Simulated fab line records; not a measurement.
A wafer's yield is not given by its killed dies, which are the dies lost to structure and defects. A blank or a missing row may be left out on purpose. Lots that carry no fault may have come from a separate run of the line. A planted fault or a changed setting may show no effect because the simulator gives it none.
fab line records / flow sky130
[record] lots = 4 wafers = 12 last-day = 49
route steps=708 shown METAL2@490 VIA2@507 PAD_OPEN@708
lots untouched by any fault: they come from a run of this same line in which no faults occurred
start-h: hours from the record's first day to the start of the lot's first wafer shown / wait-h: hours elapsed since this lot's preceding step / " as in the row above / L1.1+2: one row covering several wafers at once / - no value, or no start given / * or withheld: withheld / < > ~ a bound
route shown NAME@n: names a module that has steps shown in the file, with the first one's number in the route / usual: mean and standard deviation over wafers with no fault / same: alike in all rows / chamber/n: place in a boat / sites: per-site readings / _std_site: standard deviation of those values / _edge_site: outer sites' mean less inner sites' / radius-mm: for every site, how far away it sits from the centre of the wafer / mask NAME#n: copy n / behind: the tool/chamber that last shaped the wafer / hold: why the lot was held/for how many hours/how that ended / device: the n, p or np transistor that did not switch / end of line: the same wafers' tests at the end of the route / step lacking rows: just its recipe / killed: dies that structure and defects cost at the first sort, which is not the same as the wafer's yield / map: dies across one wafer; x = killed, . = not, _ = none there
set.NAME: setting as actually run; set.NAME@STEP: the setting as run at that earlier step / model.NAME: the simulator's own value behind a step, which no gauge read
lots at selected steps of the route; one table per step, one row per wafer
services: a tool's chamber out of use, with start hour (start-h, from the record's first day; less than 0 if before it), hours out, and reason
[[steps]]
[step SKY_METAL2_DEHYDRATE_07]
[recipe] temp-c = 200 time-s = 60
[step SKY_METAL2_HMDS_08]
[recipe] prime-time-s = 60 prime-temp-c = 120
[step SKY_METAL2_COAT_09]
[recipe] resist = BARC temp-c = withheld time-s = withheld spin-rpm = 3000 resist-thk-nm = 60
[step SKY_METAL2_COAT_10]
[recipe] resist = KrF-thick spin-rpm = 3000 resist-thk-nm = 450
[step SKY_METAL2_SOFTBAKE_11]
[recipe] temp-c = 100 time-s = 90 resist = KrF-thick
[step SKY_METAL2_EXPOSE_12]
[recipe] mask-id = MM2 na = 0.8 source-shape = annular sigma-inner = 0.55 sigma-outer = 0.85 target-cd-nm = 140 dose-mj = 28
[step SKY_METAL2_PEB_13]
[recipe] peb-temp-c = withheld peb-time-s = withheld resist = KrF-thick
[step SKY_METAL2_DEVELOP_14]
[recipe] develop-time-s = 60 resist = KrF-thick dev-temp-c = 21
[step SKY_METAL2_DESCUM_17]
[recipe] chemistry = O2 source-power-w = 150 bias-power-w = 0 pressure-mtorr = 10 temp-c = 40 time-s = 8
[step SKY_METAL2_ETCH_18]
[recipe] chemistry = N2/H2 target = BARC ion-energy-ev = 200 bias-w = 100 pressure-mtorr = 30 n2-flow-sccm = 100 h2-flow-sccm = 200 icp-w = 500 stop-on = SiO2 time-s = 45.9 target-depth-a = 600
[usual] drypump-motor-current-A = 5.59/0.16 oes-product-au = 0.855/0.0045 rf-fwd-power-W = 496.3/1.9 throttle-valve-pct = 13.224/0.0088
lot.wafer=L261.1 tool=rie-metal-03 chamber=0 start-h=827.27 wait-h=0.0 drypump-motor-current-A=5.62 oes-product-au=0.853 rf-fwd-power-W=498.3 rf-hours-counter-h=15 throttle-valve-pct=13.223
lot.wafer=L261.4 tool=rie-metal-03 chamber=0 start-h=827.27 wait-h=0.0 drypump-motor-current-A=5.66 oes-product-au=0.847 rf-fwd-power-W=496.9 rf-hours-counter-h=- throttle-valve-pct=13.223
lot.wafer=L261.6 tool=rie-metal-03 chamber=1 start-h=827.27 wait-h=0.0 drypump-motor-current-A=5.63 oes-product-au=0.856 rf-fwd-power-W=496.4 rf-hours-counter-h=- throttle-valve-pct=13.224
lot.wafer=L272.2 tool=rie-metal-01 chamber=1 start-h=916.32 wait-h=0.0 drypump-motor-current-A=5.67 oes-product-au=0.849 rf-fwd-power-W=498.7 rf-hours-counter-h=14 throttle-valve-pct=13.230
lot.wafer=L272.3 tool=rie-metal-01 chamber=1 start-h=916.32 wait-h=0.0 drypump-motor-current-A=5.67 oes-product-au=0.844 rf-fwd-power-W=495.5 rf-hours-counter-h=- throttle-valve-pct=13.218
lot.wafer=L272.6 tool=rie-metal-01 chamber=0 start-h=916.32 wait-h=0.0 drypump-motor-current-A=5.65 oes-product-au=0.853 rf-fwd-power-W=499.1 rf-hours-counter-h=- throttle-valve-pct=13.220
lot.wafer=L275.3 tool=rie-metal-03 chamber=0 start-h=935.99 wait-h=0.0 drypump-motor-current-A=5.64 oes-product-au=0.851 rf-fwd-power-W=497.9 rf-hours-counter-h=- throttle-valve-pct=13.228
lot.wafer=L275.4 tool=rie-metal-03 chamber=1 start-h=935.99 wait-h=0.0 drypump-motor-current-A=5.61 oes-product-au=0.858 rf-fwd-power-W=498.6 rf-hours-counter-h=- throttle-valve-pct=13.226
lot.wafer=L275.6 tool=rie-metal-03 chamber=1 start-h=935.99 wait-h=0.0 drypump-motor-current-A=5.59 oes-product-au=0.852 rf-fwd-power-W=498.3 rf-hours-counter-h=- throttle-valve-pct=13.219
lot.wafer=L277.1 tool=rie-metal-03 chamber=1 start-h=948.92 wait-h=0.0 drypump-motor-current-A=5.61 oes-product-au=0.856 rf-fwd-power-W=498.4 rf-hours-counter-h=3 throttle-valve-pct=13.214
lot.wafer=L277.3 tool=rie-metal-03 chamber=0 start-h=948.92 wait-h=0.0 drypump-motor-current-A=5.66 oes-product-au=0.855 rf-fwd-power-W=497.8 rf-hours-counter-h=- throttle-valve-pct=13.223
lot.wafer=L277.6 tool=rie-metal-03 chamber=1 start-h=948.92 wait-h=0.0 drypump-motor-current-A=5.60 oes-product-au=0.855 rf-fwd-power-W=499.3 rf-hours-counter-h=- throttle-valve-pct=13.243
[step SKY_METAL2_METAL_ETCH_19]
[recipe] target-depth-a = 3600 stop-on = SiO2 over-etch-frac = 0.3 time-s = 78 chemistry = Cl2/BCl3 resist-sidewall-deg = 88 pressure-mtorr = 10 icp-w = 900 bias-w = 48.5 Cl2_flow_sccm = 60 bcl3-flow-sccm = 30
[step SKY_METAL2_STRIP_20]
[recipe] chemistry = O2/N2 power-w = 1400 pressure-mtorr = 1500 platen-temp-c = withheld o2-flow-sccm = 3000 n2-flow-sccm = 300 overash-fraction = 0.5
[step SKY_METAL2_STRIP_21]
[recipe] chemistry = post-etch-residue-remover time-s = 1200 temp-c = 72.5
[step SKY_METAL2_CLEAN_22]
[recipe] chemistry = IPA time-s = 180 temp-c = 25
[step SKY_METAL2_CLEAN_23]
[recipe] chemistry = O3/DIW dry = n2-spin
[step SKY_VIA2_HDPCVD_00]
[recipe] material = SiO2 target-thk-nm = 1180 sigma-open-frac = 0.3 time-s = 196.7 temp-c = 400 sih4-flow-sccm = 60 pressure-mtorr = 6
[step SKY_VIA2_CMP_02]
[recipe] material = SiO2 down-force-psi = 4 platen-rpm = 60 pad-velocity-m-s = 0.94248
[step SKY_VIA2_DEHYDRATE_04]
[recipe] temp-c = 200 time-s = 60
[step SKY_VIA2_HMDS_05]
[recipe] prime-time-s = 60 prime-temp-c = 120
[step SKY_VIA2_COAT_06]
[recipe] resist = BARC temp-c = withheld time-s = withheld spin-rpm = 3000 resist-thk-nm = 60
[step SKY_VIA2_COAT_07]
[recipe] resist = KrF-thick spin-rpm = 3000 resist-thk-nm = 450
[step SKY_VIA2_SOFTBAKE_08]
[recipe] temp-c = 100 time-s = 90 resist = KrF-thick
[step SKY_VIA2_EXPOSE_09]
[recipe] mask-id = VIM2 na = 0.8 source-shape = annular sigma-inner = 0.55 sigma-outer = 0.85 target-cd-nm = 200 dose-mj = 38
[step SKY_VIA2_PEB_10]
[recipe] peb-temp-c = withheld peb-time-s = withheld resist = KrF-thick
[step SKY_VIA2_DEVELOP_11]
[recipe] develop-time-s = 60 resist = KrF-thick dev-temp-c = 21
[step SKY_VIA2_ETCH_14]
[recipe] chemistry = N2/H2 target = BARC ion-energy-ev = 200 source-w = 500 bias-w = 100 pressure-mtorr = 30 n2-flow-sccm = 100 h2-flow-sccm = 200 stop-on = SiO2 time-s = 45.9 target-depth-a = 600
[step SKY_VIA2_ETCH_15]
[recipe] target = SiO2 chemistry = C4F8/O2/Ar target-depth-nm = 546 stop-on = TiN mask-material = KrF-thick source-w = 1500 bias-w = 1200 pressure-mtorr = 40 c4f8-flow-sccm = withheld O2_flow_sccm = 6 Ar_flow_sccm = 300 time-s = 84
[step SKY_VIA2_STRIP_16]
[recipe] chemistry = O2/N2 power-w = 1400 pressure-mtorr = 1500 platen-temp-c = withheld o2-flow-sccm = 3000 n2-flow-sccm = 300 overash-fraction = 0.5
[step SKY_VIA2_STRIP_17]
[recipe] chemistry = post-etch-residue-remover time-s = 1200 temp-c = 72.5
[step SKY_VIA2_CLEAN_18]
[recipe] chemistry = IPA time-s = 180 temp-c = 25
[step SKY_VIA2_CLEAN_19]
[recipe] chemistry = O3/DIW dry = n2-spin
[step SKY_VIA2_SPUTTER_20]
[recipe] material = TiN target-thk-nm = 20 chamber-pressure-pa = 5 power-w = 4000 time-s = 80
[step SKY_VIA2_CVD_21]
[recipe] material = W target-thk-nm = 420 time-s = 126.4 temp-c = 400 pressure-torr = 40
[step SKY_PAD_OPEN_PROBE_99]
[usual] defect-limited-yield = 82.4/2 killed_at_M0_to_M3 = 44/6.5 killed_at_M4_up = 3.3/1.7 killed-at-contacts = 25/5.3 killed-at-front-end = 15/5 killed-dies = 87/9.9 killed-on-rim = 17/3.8 killed-open = 47/8 killed-short = 39/6.1 sort_bin_3_pad_short = 0.9/0.43 sort_bin_5_function = 10.4/1.5 sort_bin_6_memory = 6.2/1.2 sort-n-pass = 405/9.9 sort-yield-pct = 82.4/2
[same] gross-dies = 492 killed-at-back-side = 0 killed-at-other = 0 sort_bin_4_leakage[%] = 0 sort_bin_8_speed[%] = 0
lot.wafer=L261.1 tool=prober-02 chamber=- start-h=1081.78 wait-h=0.1 hold=- defect-limited-yield[%]=86.4 killed_at_M0_to_M3=36 killed_at_M4_up=1 killed-at-contacts=19 killed-at-front-end=11 killed-dies=67 killed-on-rim=15 killed-open=39 killed-short=28 sort_bin_3_pad_short[%]=0.8 sort_bin_5_function[%]=9.3 sort_bin_6_memory[%]=3.5 sort-n-pass=425 sort-yield-pct[%]=86.4 model.etest.tester.sort-n-pass=425 model.etest.tester.sort-yield-pct=86.38 model.etest.tester.sort_bin_5_pct=9.35 model.etest.tester.sort_bin_3_pct=0.813
lot.wafer=L261.4 tool=prober-02 chamber=- start-h=1081.93 wait-h=0.2 hold=- defect-limited-yield[%]=82.7 killed_at_M0_to_M3=39 killed_at_M4_up=4 killed-at-contacts=27 killed-at-front-end=15 killed-dies=85 killed-on-rim=17 killed-open=46 killed-short=39 sort_bin_3_pad_short[%]=1.2 sort_bin_5_function[%]=10.6 sort_bin_6_memory[%]=5.5 sort-n-pass=407 sort-yield-pct[%]=82.7 model.etest.tester.sort-n-pass=407 model.etest.tester.sort-yield-pct=82.72 model.etest.tester.sort_bin_5_pct=10.57 model.etest.tester.sort_bin_3_pct=1.22
lot.wafer=L261.6 tool=prober-02 chamber=- start-h=1082.03 wait-h=0.2 hold=- defect-limited-yield[%]=83.3 killed_at_M0_to_M3=31 killed_at_M4_up=2 killed-at-contacts=29 killed-at-front-end=20 killed-dies=82 killed-on-rim=19 killed-open=38 killed-short=44 sort_bin_3_pad_short[%]=0.6 sort_bin_5_function[%]=8.7 sort_bin_6_memory[%]=7.3 sort-n-pass=410 sort-yield-pct[%]=83.3 model.etest.tester.sort-n-pass=410 model.etest.tester.sort-yield-pct=83.33 model.etest.tester.sort_bin_5_pct=8.74 model.etest.tester.sort_bin_3_pct=0.6098
lot.wafer=L272.2 tool=prober-01 chamber=- start-h=1151.27 wait-h=0.1 hold=- defect-limited-yield[%]=86.0 killed_at_M0_to_M3=30 killed_at_M4_up=3 killed-at-contacts=18 killed-at-front-end=18 killed-dies=69 killed-on-rim=17 killed-open=29 killed-short=40 sort_bin_3_pad_short[%]=0.4 sort_bin_5_function[%]=7.3 sort_bin_6_memory[%]=6.3 sort-n-pass=423 sort-yield-pct[%]=86.0 model.etest.tester.sort-n-pass=423 model.etest.tester.sort-yield-pct=85.98 model.etest.tester.sort_bin_5_pct=7.317 model.etest.tester.sort_bin_3_pct=0.4065
lot.wafer=L272.3 tool=prober-01 chamber=- start-h=1151.32 wait-h=0.2 hold=- defect-limited-yield[%]=85.8 killed_at_M0_to_M3=42 killed_at_M4_up=5 killed-at-contacts=10 killed-at-front-end=13 killed-dies=70 killed-on-rim=14 killed-open=35 killed-short=35 sort_bin_3_pad_short[%]=1.2 sort_bin_5_function[%]=8.1 sort_bin_6_memory[%]=4.9 sort-n-pass=422 sort-yield-pct[%]=85.8 model.etest.tester.sort-n-pass=422 model.etest.tester.sort-yield-pct=85.77 model.etest.tester.sort_bin_5_pct=8.13 model.etest.tester.sort_bin_3_pct=1.22
lot.wafer=L272.6 tool=prober-01 chamber=- start-h=1151.47 wait-h=0.2 hold=- defect-limited-yield[%]=80.5 killed_at_M0_to_M3=53 killed_at_M4_up=1 killed-at-contacts=19 killed-at-front-end=23 killed-dies=96 killed-on-rim=23 killed-open=53 killed-short=43 sort_bin_3_pad_short[%]=1.6 sort_bin_5_function[%]=10.6 sort_bin_6_memory[%]=7.3 sort-n-pass=396 sort-yield-pct[%]=80.5 model.etest.tester.sort-n-pass=396 model.etest.tester.sort-yield-pct=80.49 model.etest.tester.sort_bin_5_pct=10.57 model.etest.tester.sort_bin_3_pct=1.626
lot.wafer=L275.3 tool=prober-02 chamber=- start-h=1165.04 wait-h=0.2 hold=await-dispo/4.3h/release defect-limited-yield[%]=80.7 killed_at_M0_to_M3=41 killed_at_M4_up=5 killed-at-contacts=31 killed-at-front-end=18 killed-dies=95 killed-on-rim=19 killed-open=61 killed-short=34 sort_bin_3_pad_short[%]=1.4 sort_bin_5_function[%]=11.6 sort_bin_6_memory[%]=6.3 sort-n-pass=397 sort-yield-pct[%]=80.7 model.etest.tester.sort-n-pass=397 model.etest.tester.sort-yield-pct=80.69 model.etest.tester.sort_bin_5_pct=11.59 model.etest.tester.sort_bin_3_pct=1.423
lot.wafer=L275.4 tool=prober-02 chamber=- start-h=1165.09 wait-h=0.2 hold=await-dispo/4.3h/release defect-limited-yield[%]=75.0 killed_at_M0_to_M3=80 killed_at_M4_up=3 killed-at-contacts=23 killed-at-front-end=17 killed-dies=123 killed-on-rim=24 killed-open=45 killed-short=42 sort_bin_3_pad_short[%]=3.5 sort_bin_5_function[%]=12.8 sort_bin_6_memory[%]=8.7 sort-n-pass=369 sort-yield-pct[%]=75.0 model.etest.tester.sort-n-pass=369 model.etest.tester.sort-yield-pct=75 model.etest.tester.sort_bin_5_pct=12.8 model.etest.tester.sort_bin_3_pct=3.455
lot.wafer=L275.6 tool=prober-02 chamber=- start-h=1165.19 wait-h=0.2 hold=await-dispo/4.3h/release defect-limited-yield[%]=74.2 killed_at_M0_to_M3=83 killed_at_M4_up=3 killed-at-contacts=23 killed-at-front-end=18 killed-dies=127 killed-on-rim=26 killed-open=37 killed-short=49 sort_bin_3_pad_short[%]=4.1 sort_bin_5_function[%]=13.2 sort_bin_6_memory[%]=8.5 sort-n-pass=365 sort-yield-pct[%]=74.2 model.etest.tester.sort-n-pass=365 model.etest.tester.sort-yield-pct=74.19 model.etest.tester.sort_bin_5_pct=13.21 model.etest.tester.sort_bin_3_pct=4.065
lot.wafer=L277.1 tool=prober-01 chamber=- start-h=1173.12 wait-h=0.1 hold=await-dispo/3.2h/release defect-limited-yield[%]=75.0 killed_at_M0_to_M3=78 killed_at_M4_up=3 killed-at-contacts=27 killed-at-front-end=15 killed-dies=123 killed-on-rim=34 killed-open=48 killed-short=37 sort_bin_3_pad_short[%]=2.8 sort_bin_5_function[%]=15.2 sort_bin_6_memory[%]=6.9 sort-n-pass=369 sort-yield-pct[%]=75.0 model.etest.tester.sort-n-pass=369 model.etest.tester.sort-yield-pct=75 model.etest.tester.sort_bin_5_pct=15.24 model.etest.tester.sort_bin_3_pct=2.846
lot.wafer=L277.3 tool=prober-01 chamber=- start-h=1173.22 wait-h=0.2 hold=await-dispo/3.2h/release defect-limited-yield[%]=82.7 killed_at_M0_to_M3=48 killed_at_M4_up=4 killed-at-contacts=21 killed-at-front-end=12 killed-dies=85 killed-on-rim=15 killed-open=43 killed-short=42 sort_bin_3_pad_short[%]=0.8 sort_bin_5_function[%]=11.2 sort_bin_6_memory[%]=5.3 sort-n-pass=407 sort-yield-pct[%]=82.7 model.etest.tester.sort-n-pass=407 model.etest.tester.sort-yield-pct=82.72 model.etest.tester.sort_bin_5_pct=11.18 model.etest.tester.sort_bin_3_pct=0.813
lot.wafer=L277.6 tool=prober-01 chamber=- start-h=1173.37 wait-h=0.2 hold=await-dispo/3.2h/release defect-limited-yield[%]=76.6 killed_at_M0_to_M3=73 killed_at_M4_up=5 killed-at-contacts=27 killed-at-front-end=10 killed-dies=115 killed-on-rim=29 killed-open=40 killed-short=39 sort_bin_3_pad_short[%]=4.1 sort_bin_5_function[%]=13.2 sort_bin_6_memory[%]=6.1 sort-n-pass=377 sort-yield-pct[%]=76.6 model.etest.tester.sort-n-pass=377 model.etest.tester.sort-yield-pct=76.63 model.etest.tester.sort_bin_5_pct=13.21 model.etest.tester.sort_bin_3_pct=4.065
// killed by level:class
L261.1 VIA1:geometric-particle:open=11 LI_CONTACT:geometric-particle:open=8 CONTACT:geometric-particle:open=7 VIA1:geometric-particle:short=6 METAL1:geometric-particle:short=5 FIELD_ISO:geometric-particle:open=4 VIA2:geometric-particle:open=4 FIELD_ISO:geometric-particle:short=3
L261.4 VIA1:geometric-particle:open=10 LI_CONTACT:geometric-particle:open=9 CONTACT:geometric-particle:open=7 METAL1:geometric-particle:short=7 FIELD_ISO:geometric-particle:open=6 CONTACT:geometric-particle:short=5 FIELD_ISO:geometric-particle:short=4 METAL4:geometric-particle:short=4
L261.6 CONTACT:geometric-particle:open=12 FIELD_ISO:geometric-particle:short=7 METAL2:geometric-particle:short=7 LI_CONTACT:geometric-particle:short=6 CONTACT:geometric-particle:short=6 FIELD_ISO:geometric-particle:open=5 METAL2:geometric-particle:open=4 METAL3:geometric-particle:short=4
L272.2 CONTACT:geometric-particle:open=8 VIA1:geometric-particle:open=7 METAL1:geometric-particle:short=6 VIA3:geometric-particle:short=5 FIELD_ISO:geometric-particle:short=4 POLY_GATE:geometric-particle:short=4 POLY_GATE:geometric-particle:open=4 LOCAL_INTERCONNECT:geometric-particle:short=4
L272.3 VIA1:geometric-particle:open=11 METAL1:geometric-particle:short=6 METAL2:geometric-particle:short=4 VIA2:geometric-particle:open=4 VIA3:geometric-particle:short=4 METAL4:geometric-particle:short=4 FIELD_ISO:geometric-particle:open=3 FIELD_ISO:geometric-particle:short=3
L272.6 METAL1:geometric-particle:short=10 CONTACT:geometric-particle:open=9 VIA1:geometric-particle:open=9 VIA2:geometric-particle:open=8 FIELD_ISO:geometric-particle:short=7 POLY_GATE:geometric-particle:open=7 VIA1:geometric-particle:short=7 CONTACT:geometric-particle:short=5
L275.3 VIA1:geometric-particle:open=15 CONTACT:geometric-particle:open=10 LI_CONTACT:geometric-particle:open=8 CONTACT:geometric-particle:short=8 FIELD_ISO:geometric-particle:open=6 VIA2:geometric-particle:open=6 FIELD_ISO:geometric-particle:short=4 METAL1:geometric-particle:short=4
L275.4 METAL2:unspecified=36 VIA1:geometric-particle:open=9 VIA3:geometric-particle:open=8 METAL2:geometric-particle:short=7 FIELD_ISO:geometric-particle:short=6 FIELD_ISO:geometric-particle:open=6 LI_CONTACT:geometric-particle:open=6 CONTACT:geometric-particle:open=6
L275.6 METAL2:unspecified=41 CONTACT:geometric-particle:open=9 FIELD_ISO:geometric-particle:short=7 METAL2:geometric-particle:short=7 VIA1:geometric-particle:short=7 VIA1:geometric-particle:open=7 VIA3:geometric-particle:open=6 LOCAL_INTERCONNECT:geometric-particle:short=5
L277.1 METAL2:unspecified=38 CONTACT:geometric-particle:open=14 VIA1:geometric-particle:open=10 METAL1:geometric-particle:short=9 LI_CONTACT:geometric-particle:open=5 VIA1:geometric-particle:short=5 FIELD_ISO:geometric-particle:open=4 POLY_GATE:geometric-particle:open=4
L277.3 VIA1:geometric-particle:short=12 VIA1:geometric-particle:open=9 CONTACT:geometric-particle:open=7 VIA3:geometric-particle:open=7 METAL2:geometric-particle:short=6 LI_CONTACT:geometric-particle:open=5 FIELD_ISO:geometric-particle:open=4 CONTACT:geometric-particle:short=4
L277.6 METAL2:unspecified=36 CONTACT:geometric-particle:open=12 LI_CONTACT:geometric-particle:open=7 VIA2:geometric-particle:open=7 VIA1:geometric-particle:open=5 METAL1:geometric-particle:short=5 METAL2:geometric-particle:short=5 METAL4:geometric-particle:short=5
// map L275.6 (x killed, . not)
__________xx.....x.._________
________........x...xx_______
______x..xx....xx..xxxxx_____
_____.x...x....x..x.xxxxx____
____..x..x......x..xxxxxxx___
___.....x..........xxxxxxxx__
__.......x..xx.....x.xxxxxxx_
_x....x.x.x..........xxxxxxx.
_...x.....x...xxx.x...xx..xx.
_...x..x.xx..x..xx......x....
_....x.......x.x.x..x..xx..x.
_..x...x......x..............
_.........x..xxx........x....
_..............x.........x.xx
_...x...................x.x..
__.xx...x....x............x._
___.....xx....x.......x....__
____.........xx...........___
_____x...xx..........x...____
______.x.x..x..........._____
________....x........._______
__________.x........_________
// map L277.1 (x killed, . not)
__________...x...xx._________
________.............x_______
______x..xx.x.......xxxx_____
_____.....x.xxx....xxxxxx____
____...x...........xxxxxxx___
___..........x....x.xxxxxxx__
__....x.............xxxxxxxx_
_.x.......x......x.x.xxxxxxx.
_x...x..x.............xxx....
_...xx......x....xx....x.....
_x...x.x.....................
_....x..x..........xx.x......
_.x............x....x..x.x...
_x.....x..........x.xxx.x.x..
_............................
__x..........x.......xxx..x._
___..xx..x...x..x..........__
____......x...xx..x..x....___
_____.....x.........x..xx____
______x..............x.._____
________x....x..x...x._______
__________.x..xxxx.._________
[[services]]
tool=rie-metal-03 chamber=1 start-h=813.24 hours=9.5 kind=repair
tool=rie-metal-03 chamber=1 start-h=868.59 hours=- kind=clean
tool=rie-metal-03 chamber=1 start-h=868.59 hours=16.0 kind=scheduled-down
tool=rie-metal-03 chamber=1 start-h=868.59 hours=16.0 kind=vent-cycle
tool=rie-metal-03 chamber=0 start-h=890.63 hours=- kind=clean
tool=rie-metal-03 chamber=0 start-h=890.63 hours=15.2 kind=scheduled-down
tool=rie-metal-03 chamber=0 start-h=890.63 hours=15.2 kind=vent-cycle
[[key]]
[first-sign] step = SKY_PAD_OPEN_PROBE_99 reading = sort_bin_3_pad_short direction = up sigmas = 6.2 usual = 0.9 struck = 3.6
[effect] step = SKY_PAD_OPEN_PROBE_99 reading = killed_at_M0_to_M3 direction = up sigmas = 5.3 usual = 44 struck = 78
[model-effect] step = SKY_PAD_OPEN_PROBE_99 value = etest.tester.sort-n-pass without = 402.2 struck = 370
met-at SKY_METAL2_ETCH_18
struck-wafers L275.4,L275.6,L277.1,L277.6
onset-between 827.27 935.99
[fault] kind = chamber-particle-source tool = rie-metal-03 chamber = 1 onset-h = 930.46 steps = SKY_METAL2_ETCH_18 rate-per-visit-cm2 = 1.8111 end-h = 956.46
